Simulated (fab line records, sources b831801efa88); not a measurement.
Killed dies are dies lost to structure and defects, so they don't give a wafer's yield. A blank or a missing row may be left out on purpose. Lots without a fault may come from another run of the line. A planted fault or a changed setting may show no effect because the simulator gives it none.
fab line records | flow sky130
record lots=6 wafers=18 last_day=50
route steps=708 shown PAD_OPEN@694
lots that met no fault: from a run of the same line without faults
start_h: hours from the record's first day to the start of the lot's first wafer shown | wait_h: hours since the lot's step before | " the same as in the row above | L1.1+2: a row that stands for several wafers | - no value, or no start given | * or withheld: withheld | < > ~ a bound
route shown NAME@n: a module of which the file shows steps, and the number in the route of the first | usual: mean/standard deviation of fault-free wafers | same: alike in all rows | chamber/n: place in a boat | sites: the reading at each site | _std_site: their standard deviation | _edge_site: outer sites' mean less inner sites' | radius_mm: how far each site lies from the wafer's centre | mask NAME#n: copy n | behind: the tool/chamber that last shaped the wafer | hold: why the lot was held/for how many hours/how that ended | device: the transistor (n, p or np) that didn't switch | end of line: the same wafers' tests at the end of the route | a step without rows: its recipe alone | killed: dies lost to structure and defects at the first sort, not the wafer's yield | map: a wafer's dies, x killed, . not, _ none there
set.NAME: the setting as run; set.NAME@STEP: as run at that earlier step | model.NAME: the simulator's own value behind a step, which no gauge read
lots at some steps of the route; a table a step, a row a wafer
services: from which hour (start_h, from the record's first day; less than 0 if before it) a tool's chamber was out of use, for how many hours, and why
## steps
# step SKY_PAD_OPEN_DEHYDRATE_00
# recipe temp_c=200 time_s=60
# step SKY_PAD_OPEN_HMDS_01
# recipe prime_time_s=60 prime_temp_c=118.8
# step SKY_PAD_OPEN_COAT_02
# recipe spin_rpm=2000 resist_thk_nm=3000
# step SKY_PAD_OPEN_SOFTBAKE_03
# recipe temp_c=110 time_s=withheld
# step SKY_PAD_OPEN_EXPOSE_04
# recipe mask_id=PDM target_cd_nm=60000 na=0.57 dose_mj=260
# step SKY_PAD_OPEN_PEB_05
# recipe temp_c=115 time_s=withheld
# step SKY_PAD_OPEN_DEVELOP_06
# recipe develop_time_s=60 dev_temp_c=23
# step SKY_PAD_OPEN_ETCH_07
# recipe chemistry=CF4/O2 target_depth_nm=725 stop_on=AlCu source_w=800 bias_w=150 pressure_mtorr=150 cf4_flow_sccm=80 O2_flow_sccm=10 time_s=161.1
# usual drypump_motor_current_A=5.3/0.33 oes_product_au=0.978/0.0086 throttle_valve_pct=5.964/0.0088
# columns lot.wafer tool chamber start_h wait_h drypump_motor_current_A oes_product_au rf_hours_counter_h throttle_valve_pct
L568.1 rie_diel-03 0 1106.01 - 5.5 0.972 8 5.970
L568.4 " 1 " " 4.6 0.979 23 5.968
L568.5 " 1 " " 4.6 0.984 - 5.962
L572.2 rie_diel-04 0 1112.39 - 5.6 0.977 13 5.957
L572.4 " 1 " " 5.2 0.964 27 5.959
L572.5 " 0 " " 5.6 0.984 - 5.970
L579.3 rie_diel-03 1 1172.86 - 4.6 0.967 25 5.972
L579.5 " 1 " " 4.7 0.983 - 5.956
L579.6 " 0 " " 5.5 0.975 - 5.942
L581.1 rie_diel-03 0 1179.61 - 5.5 0.977 11 5.969
L581.3 " 2 " " 5.3 0.966 27 5.959
L581.5 " 3 " " 5.8 0.970 - 5.953
L584.2 rie_diel-02 3 1182.54 - 5.3 0.978 28 5.960
L584.5 " 1 " " 5.2 0.980 - 5.984
L584.6 " 0 " " 5.0 0.979 - 5.962
L587.1 rie_diel-02 3 1200.39 - 5.4 0.989 28 5.970
L587.2 " 2 " " 5.0 0.970 0 5.947
L587.6 " 2 " " 5.0 0.984 - 5.972
# step SKY_PAD_OPEN_STRIP_08
# recipe chemistry=O2/N2 power_w=1400 pressure_mtorr=1500 platen_temp_c=withheld overash_fraction=0.7 o2_flow_sccm=3000 n2_flow_sccm=300
# usual drypump_motor_current_A=5.4/0.45 n2_flow_sccm=300.1/0.83 oes_product_au=0.663/0.0048 strip_time_to_endpoint_s=37.03/0.11
# columns lot.wafer tool chamber start_h wait_h drypump_motor_current_A n2_flow_sccm oes_product_au rf_hours_counter_h strip_time_to_endpoint_s
L568.1 plasma_asher-03 1 1106.12 0.1 5.0 299.7 0.667 35 36.78
L568.4 " 1 " " 5.0 300.5 0.653 - 37.02
L568.5 " 1 " " 4.9 299.3 0.665 - 36.96
L572.2 plasma_asher-04 0 1112.50 0.1 5.7 298.6 0.661 96 37.01
L572.4 " 0 " " 5.7 300.0 0.664 - 36.90
L572.5 " 0 " " 5.6 299.4 0.661 - 36.95
L579.3 plasma_asher-04 1 1173.00 0.1 5.1 301.2 0.667 - 37.22
L579.5 " 1 " " 5.0 300.6 0.669 - 37.12
L579.6 " 0 " " 5.7 300.1 0.665 - 37.02
L581.1 plasma_asher-01 1 1179.72 0.1 5.8 299.6 0.663 74 37.19
L581.3 " 0 " " 4.9 301.0 0.662 - 37.02
L581.5 " 1 " " 5.8 300.4 0.669 - 37.04
L584.2 plasma_asher-01 1 1182.65 0.1 5.8 299.5 0.664 74 37.19
L584.5 " 0 " " 4.9 300.6 0.668 - 37.19
L584.6 " 1 " " 5.8 299.6 0.664 - 37.08
L587.1 plasma_asher-03 1 1200.50 0.1 4.9 301.0 0.666 44 36.93
L587.2 " 0 " " 6.0 300.5 0.667 44 37.00
L587.6 " 1 " " 4.9 299.8 0.666 - 37.00
# step SKY_PAD_OPEN_STRIP_09
# recipe chemistry=post_etch_residue_remover time_s=1200 temp_c=72.5
# step SKY_PAD_OPEN_CLEAN_10
# recipe chemistry=IPA time_s=180 temp_c=25
# step SKY_PAD_OPEN_CLEAN_11
# recipe chemistry=O3/DIW dry=n2_spin
# step SKY_PAD_OPEN_ANNEAL_12
# recipe temp_c=400 time_s=withheld ambient=N2/H2 idle_temp_c=300 ramp_up_c_per_min=8 ramp_down_c_per_min=4
# usual spike_tc_bottom_C=422/3.7 spike_tc_centre_C=401.4/1.9 spike_tc_lower_C=400.5/1 spike_tc_top_C=430/3.8 spike_tc_upper_C=399.8/1 zone_power_top_pct=10.86/0.22
# columns lot.wafer tool chamber start_h wait_h spike_tc_bottom_C spike_tc_centre_C spike_tc_lower_C spike_tc_top_C spike_tc_upper_C zone_power_top_pct
L568.1 furnace-01 0 1106.72 0.0 426 399.5 401.9 434 398.8 11.14
L568.4 " 0 " " 425 399.2 399.4 435 401.4 11.28
L568.5 " 0 " " 426 400.1 401.6 434 399.5 11.04
L572.2 furnace-02 0 1113.44 0.0 420 402.2 400.0 427 400.2 10.77
L572.4 " 0 " " 418 404.0 398.9 426 399.6 10.67
L572.5 " 0 " " 418 404.3 401.3 427 401.1 10.75
L579.3 furnace-02 0 1173.56 0.0 372 359.1 355.2 386 353.7 9.02
L579.5 " 0 " " 375 358.6 354.5 385 355.2 9.12
L579.6 " 0 " " 374 357.5 354.6 385 353.9 9.34
L581.1 furnace-02 0 1180.31 0.0 374 358.9 354.5 385 354.1 9.18
L581.3 " 0 " " 373 358.5 354.9 384 354.1 9.12
L581.5 " 0 " " 372 356.9 354.8 385 355.1 9.10
L584.2 furnace-01 0 1183.26 0.0 427 399.2 402.2 433 400.6 11.17
L584.5 " 0 " " 426 398.9 399.8 434 400.0 11.04
L584.6 " 0 " " 427 398.6 400.1 435 400.3 11.01
L587.1 furnace-01 0 1201.09 0.0 426 399.4 400.5 434 399.8 11.30
L587.2 " 0 " " 424 401.1 400.7 432 399.6 11.02
L587.6 " 0 " " 426 399.0 401.3 434 399.6 11.29
# step SKY_PAD_OPEN_BOW_MEAS_13
# recipe mode=bow
# usual PAD_OPEN_BOW=46/9.7
# columns lot.wafer tool chamber start_h wait_h PAD_OPEN_BOW[um]
L568.1 film_metro-04 - 1108.22 - 56
L568.4 " - " " 61
L568.5 " - " " 52
L572.2 film_metro-01 - 1114.96 - 45
L572.4 " - " " 39
L572.5 " - " " 49
L579.3 film_metro-03 - 1175.10 - 76
L579.5 " - " " 65
L579.6 " - " " 52
L581.1 film_metro-03 - 1181.81 - 49
L581.3 " - " " 57
L581.5 " - " " 51
L584.2 film_metro-03 - 1184.78 - 27
L584.5 " - " " 42
L584.6 " - " " 45
L587.1 film_metro-03 - 1202.59 - 49
L587.2 " - " " 49
L587.6 " - " " 44
# step SKY_PAD_OPEN_PROBE_99
# usual defect_limited_yield=82.4/1.9 killed_at_M0_to_M3=45/7.5 killed_at_M4_up=2.8/1.9 killed_at_contacts=25/5.5 killed_at_front_end=14/4 killed_at_other=0.3/0.75 killed_dies=87/9.4 killed_open=47/6.6 killed_short=39/6.6 sort_bin_3_pad_short=0.9/0.39 sort_bin_5_function=10.4/1.5 sort_bin_6_memory=6.3/1.2 sort_n_pass=405/9.4 sort_yield_pct=82.4/1.9
# same gross_dies=492 killed_at_back_side=0 sort_bin_4_leakage[%]=0 sort_bin_8_speed[%]=0
# columns lot.wafer tool chamber start_h wait_h defect_limited_yield[%] killed_at_M0_to_M3 killed_at_M4_up killed_at_contacts killed_at_front_end killed_at_other killed_dies killed_open killed_short sort_bin_3_pad_short[%] sort_bin_5_function[%] sort_bin_6_memory[%] sort_n_pass sort_yield_pct[%] model.etest.diode_ndiff_fingers.leak_log10_a_cm2 model.etest.diode_pdiff_fingers.leak_log10_a_cm2 model.etest.nfet_01v8_turned.off_log10_a_um model.etest.nfet_01v8.off_log10_a_um model.etest.nfet_01v8_swapped.off_log10_a_um model.etest.nfet_16v.off_log10_a_um model.etest.nfet_g5v0d10v5.off_log10_a_um model.etest.pfet_16v.off_log10_a_um
L568.1 prober-01 - 1108.34 0.1 82.5 33 11 23 19 0 86 47 34 1.4 8.9 7.1 406 82.5 -6.5 -6.478 -13.36 -13.3 -13.31 -13.89 -13.97 -13.77
L568.4 prober-01 - 1108.49 0.2 81.7 41 4 29 16 0 90 43 47 0.8 11.2 6.3 402 81.7 -6.437 -6.648 -13.23 -13.08 -13.39 -13.87 -13.94 -13.87
L568.5 prober-01 - 1108.54 0.2 80.9 54 3 27 10 0 94 49 45 1.4 11.4 6.3 398 80.9 -6.54 -6.506 -13.25 -13.21 -13.25 -13.76 -13.96 -13.89
L572.2 prober-02 - 1115.11 0.1 80.5 36 1 35 23 1 96 58 38 1.0 11.6 6.9 396 80.5 -6.649 -6.508 -13.22 -13.31 -13.45 -13.87 -13.87 -13.89
L572.4 prober-02 - 1115.21 0.2 79.7 51 6 31 12 0 100 53 47 1.0 9.8 9.6 392 79.7 -6.997 -6.654 -13.41 -13.35 -13.33 -13.9 -13.84 -13.93
L572.5 prober-02 - 1115.26 0.2 82.5 32 2 31 20 1 86 42 44 0.6 8.7 8.1 406 82.5 -6.654 -6.748 -13.5 -13.24 -13.43 -13.91 -13.82 -13.81
L579.3 prober-02 - 1175.28 0.2 84.1 45 2 14 16 1 78 44 34 0.8 10.2 4.9 414 84.1 -6.254 -6.081 -13.31 -13.12 -13.11 -13.71 -13.74 -13.8
L579.5 prober-02 - 1175.38 0.2 81.5 47 1 25 18 0 91 48 43 0.6 10.2 7.7 401 81.5 -6.213 -6.087 -13.22 -13.2 -13.3 -13.73 -13.88 -13.73
L579.6 prober-02 - 1175.43 0.2 83.9 44 2 24 8 1 79 35 44 0.8 10.6 4.7 413 83.9 -6.15 -6.364 -13.06 -13.12 -13.28 -13.79 -13.74 -13.75
L581.1 prober-02 - 1181.93 0.1 83.1 39 4 28 12 0 83 48 35 1.0 10.0 5.9 409 83.1 -6.124 -6.144 -13 -12.98 -13.1 -13.66 -13.76 -13.92
L581.3 prober-02 - 1182.03 0.2 82.5 43 3 28 12 0 86 54 32 0.4 10.2 6.9 406 82.5 -6.573 -6.357 -12.9 -13.08 -13.13 -13.67 -13.8 -13.82
L581.5 prober-02 - 1182.13 0.2 82.9 50 0 19 15 0 84 50 34 1.4 8.5 7.1 408 82.9 -6.315 -6.004 -13.32 -13.22 -13.3 -13.68 -13.73 -13.91
L584.2 prober-01 - 1184.93 0.1 82.7 33 2 27 22 1 85 55 30 0.8 8.5 7.9 407 82.7 -6.406 -6.481 -13.33 -13.35 -13.32 -13.73 -13.87 -13.82
L584.5 prober-01 - 1185.08 0.2 83.7 41 2 21 16 0 80 49 31 1.4 9.3 5.5 412 83.7 -6.904 -6.484 -13.21 -13.26 -13.33 -13.91 -13.83 -13.81
L584.6 prober-01 - 1185.13 0.2 82.9 46 3 20 15 0 84 38 46 1.6 9.3 6.1 408 82.9 -6.49 -6.475 -13.4 -13.23 -13.31 -13.8 -13.88 -13.94
L587.1 prober-01 - 1202.71 0.1 81.7 42 2 35 11 0 90 47 43 0.8 10.2 7.3 402 81.7 -6.893 -6.509 -13.44 -13.36 -13.36 -13.93 -13.92 -13.93
L587.2 prober-01 - 1202.76 0.1 83.7 41 0 25 14 0 80 42 38 0.8 10.2 5.3 412 83.7 -6.695 -6.725 -13.37 -13.33 -13.33 -13.82 -13.86 -13.88
L587.6 prober-01 - 1202.96 0.2 83.7 38 3 28 9 2 80 40 40 0.8 9.6 5.9 412 83.7 -6.769 -6.462 -13.4 -13.18 -13.43 -13.72 -13.85 -13.76
# killed by level:class
L568.1 VIA1:geometric_particle:open=9 CONTACT:geometric_particle:open=8 LI_CONTACT:geometric_particle:open=7 VIA2:geometric_particle:open=7 FIELD_ISO:geometric_particle:open=5 METAL4:geometric_particle:short=5 VIA4:area_etch=5 LOCAL_INTERCONNECT:geometric_particle:short=4
L568.4 CONTACT:geometric_particle:open=13 VIA1:geometric_particle:short=7 METAL2:geometric_particle:short=6 VIA2:geometric_particle:open=6 VIA1:geometric_particle:open=5 METAL1:geometric_particle:short=5 CONTACT:geometric_particle:short=5 VIA2:geometric_particle:short=5
L568.5 VIA1:geometric_particle:open=11 LI_CONTACT:geometric_particle:open=11 METAL2:geometric_particle:short=8 VIA2:geometric_particle:open=8 VIA1:geometric_particle:short=7 LOCAL_INTERCONNECT:geometric_particle:short=6 VIA3:geometric_particle:open=6 CONTACT:geometric_particle:open=5
L572.2 CONTACT:geometric_particle:open=13 POLY_GATE:geometric_particle:open=10 VIA1:geometric_particle:open=8 FIELD_ISO:geometric_particle:open=6 LI_CONTACT:geometric_particle:open=6 VIA1:geometric_particle:short=6 LI_CONTACT:geometric_particle:short=5 CONTACT:geometric_particle:short=5
L572.4 CONTACT:geometric_particle:open=12 VIA1:geometric_particle:open=12 VIA1:geometric_particle:short=10 CONTACT:geometric_particle:short=9 VIA3:geometric_particle:open=8 METAL1:geometric_particle:short=6 FIELD_ISO:geometric_particle:short=5 POLY_GATE:geometric_particle:open=4
L572.5 CONTACT:geometric_particle:short=8 CONTACT:geometric_particle:open=7 METAL1:geometric_particle:short=6 LI_CONTACT:geometric_particle:open=6 VIA1:geometric_particle:open=6 LOCAL_INTERCONNECT:geometric_particle:short=6 FIELD_ISO:geometric_particle:open=5 POLY_GATE:geometric_particle:open=5
L579.3 VIA1:geometric_particle:open=11 VIA3:geometric_particle:open=8 METAL2:geometric_particle:short=6 VIA2:geometric_particle:open=6 FIELD_ISO:geometric_particle:open=5 CONTACT:geometric_particle:short=5 FIELD_ISO:geometric_particle:short=4 LI_CONTACT:geometric_particle:short=4
L579.5 VIA1:geometric_particle:short=11 VIA1:geometric_particle:open=11 CONTACT:geometric_particle:open=9 LI_CONTACT:geometric_particle:open=7 CONTACT:geometric_particle:short=6 VIA2:geometric_particle:open=6 FIELD_ISO:geometric_particle:open=5 FIELD_ISO:geometric_particle:short=5
L579.6 VIA1:geometric_particle:open=9 VIA2:geometric_particle:open=7 LI_CONTACT:geometric_particle:open=6 CONTACT:geometric_particle:open=6 VIA1:geometric_particle:short=5 CONTACT:geometric_particle:short=5 METAL1:geometric_particle:short=5 VIA3:geometric_particle:short=5
L581.1 CONTACT:geometric_particle:open=15 VIA1:geometric_particle:open=13 FIELD_ISO:geometric_particle:open=5 VIA3:geometric_particle:open=5 LOCAL_INTERCONNECT:geometric_particle:short=5 METAL1:geometric_particle:short=5 LI_CONTACT:geometric_particle:open=4 METAL4:geometric_particle:short=4
L581.3 LI_CONTACT:geometric_particle:open=9 CONTACT:geometric_particle:open=9 VIA3:geometric_particle:open=9 VIA1:geometric_particle:open=8 VIA2:geometric_particle:open=8 LOCAL_INTERCONNECT:geometric_particle:short=6 FIELD_ISO:geometric_particle:open=5 VIA1:geometric_particle:short=5
L581.5 VIA1:geometric_particle:open=12 CONTACT:geometric_particle:open=9 LI_CONTACT:geometric_particle:open=7 VIA1:geometric_particle:short=7 METAL1:geometric_particle:short=6 VIA2:geometric_particle:open=6 VIA3:geometric_particle:open=6 FIELD_ISO:geometric_particle:open=5
L584.2 CONTACT:geometric_particle:open=17 FIELD_ISO:geometric_particle:open=9 VIA3:geometric_particle:open=8 VIA1:geometric_particle:open=8 LOCAL_INTERCONNECT:geometric_particle:short=4 METAL1:geometric_particle:short=4 VIA1:geometric_particle:short=4 POLY_GATE:geometric_particle:open=3
L584.5 CONTACT:geometric_particle:open=8 VIA1:geometric_particle:open=7 VIA2:geometric_particle:open=7 VIA3:geometric_particle:open=7 LI_CONTACT:geometric_particle:open=6 VIA1:geometric_particle:short=6 METAL2:geometric_particle:short=6 POLY_GATE:geometric_particle:open=4
L584.6 VIA1:geometric_particle:open=9 VIA3:geometric_particle:short=8 CONTACT:geometric_particle:open=7 METAL1:geometric_particle:short=7 VIA1:geometric_particle:short=6 VIA3:geometric_particle:open=5 FIELD_ISO:geometric_particle:open=4 POLY_GATE:geometric_particle:short=4
L587.1 CONTACT:geometric_particle:open=12 METAL2:geometric_particle:short=8 VIA1:geometric_particle:open=8 LI_CONTACT:geometric_particle:open=7 POLY_GATE:geometric_particle:open=6 LI_CONTACT:geometric_particle:short=6 LOCAL_INTERCONNECT:geometric_particle:short=6 VIA2:geometric_particle:open=6
L587.2 CONTACT:geometric_particle:open=12 VIA3:geometric_particle:open=6 METAL1:geometric_particle:short=6 METAL2:geometric_particle:short=6 POLY_GATE:geometric_particle:open=5 POLY_GATE:geometric_particle:short=5 LI_CONTACT:geometric_particle:short=5 VIA1:geometric_particle:open=5
L587.6 METAL2:geometric_particle:short=10 CONTACT:geometric_particle:open=8 CONTACT:geometric_particle:short=7 LI_CONTACT:geometric_particle:short=6 LI_CONTACT:geometric_particle:open=6 VIA2:geometric_particle:open=6 VIA3:geometric_particle:open=4 VIA1:geometric_particle:open=4
## services
# columns tool chamber start_h hours kind
furnace-02 - 1094.85 4.0 pm
rie_diel-02 2 1099.28 7.0 repair
plasma_asher-01 - 1103.47 2.3 repair
furnace-02 - 1106.52 3.0 pm
rie_diel-04 1 1107.01 4.8 repair
furnace-01 - 1111.68 4.2 pm
plasma_asher-03 - 1118.20 4.5 repair
rie_diel-04 0 1126.12 13.0 repair
rie_diel-02 - 1126.75 2.5 repair
plasma_asher-01 - 1147.46 1.5 repair
furnace-02 - 1165.29 2.7 pm
rie_diel-02 2 1178.06 - clean
rie_diel-02 2 1178.06 - consumable_replace:focus_ring
rie_diel-02 2 1178.06 20.0 scheduled_down
rie_diel-02 2 1178.06 20.0 vent_cycle
rie_diel-02 - 1188.40 10.0 pm
plasma_asher-04 - 1189.34 1.1 repair
## key
first_sign step=SKY_PAD_OPEN_ANNEAL_12 reading=spike_tc_upper_C direction=down sigmas=46 usual=399.8 struck=354.3
effect step=SKY_PAD_OPEN_ANNEAL_12 reading=spike_tc_lower_C direction=down sigmas=44 usual=400.5 struck=354.7
model_effect step=SKY_PAD_OPEN_PROBE_99 value=etest.diode_ndiff_fingers.leak_log10_a_cm2 without=-6.719 struck=-6.271
met_at SKY_PAD_OPEN_ANNEAL_12
struck_wafers L579.3,L579.5,L579.6,L581.1,L581.3,L581.5
onset_between 1113.44 1173.56
fault kind=process_parameter_drift tool=furnace-02 chamber=- onset_h=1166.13 steps=SKY_PAD_OPEN_ANNEAL_12 channel=temp_c offset=* shape=step end_h=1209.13 acts_in=* stated=*
